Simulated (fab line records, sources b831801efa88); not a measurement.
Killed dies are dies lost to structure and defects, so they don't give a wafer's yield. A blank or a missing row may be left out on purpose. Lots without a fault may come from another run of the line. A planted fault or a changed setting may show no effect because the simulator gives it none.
Chamber matching | flow gf180mcu | GF_V3_CVD_02 on pecvd-01: 3 sister chambers
The step deposits SiO2 from TEOS, target thk 850 nm, time 94.851 s. 6 wafers are shown with their chamber, then 7 later ones without.

WAFERS WITH THEIR CHAMBER
wafer  | chamber | heater_power_w (W)
L081.2 | 1       | 599
L081.3 | 0       | 712
L081.4 | 1       | 652
L081.5 | 0       | 570
L095.2 | 2       | 917
L095.4 | 2       | 765

WAFERS WITHOUT THEIR CHAMBER
wafer  | heater_power_w (W)
L095.6 | 639
L096.3 | 710
L096.5 | 563
L096.6 | 622
L097.1 | 640
L097.2 | 953
L097.4 | 669

WHICH CHAMBER EACH WENT THROUGH
wafer  | from the rows above          | in truth
L095.6 | can't be placed: 0 or 1      | 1
L096.3 | can't be placed: 0 or 1 or 2 | 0
L096.5 | can't be placed: 1 or 0      | 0
L096.6 | can't be placed: 1 or 0      | 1
L097.1 | can't be placed: 0 or 1      | 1
L097.2 | 2                            | 2
L097.4 | can't be placed: 0 or 1 or 2 | 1
Placed correctly: 1 of 7. Can't be placed from these rows: 6 (the true chamber is among the candidates in 6). Placed wrongly: 0.
How it was worked out, from the rows above alone: a wafer's distance from a chamber is the root of the sum, over the readings, of the square of ((its reading less the chamber's mean) divided by the reading's scatter). The wafer belongs to the nearest chamber; if the next one is less than 2 further off, it can't be placed. A chamber's mean is the mean of its shown wafers. The scatter: the root of (the sum of the squares of (reading less its chamber's mean) over the shown wafers, divided by (wafers less chambers)).
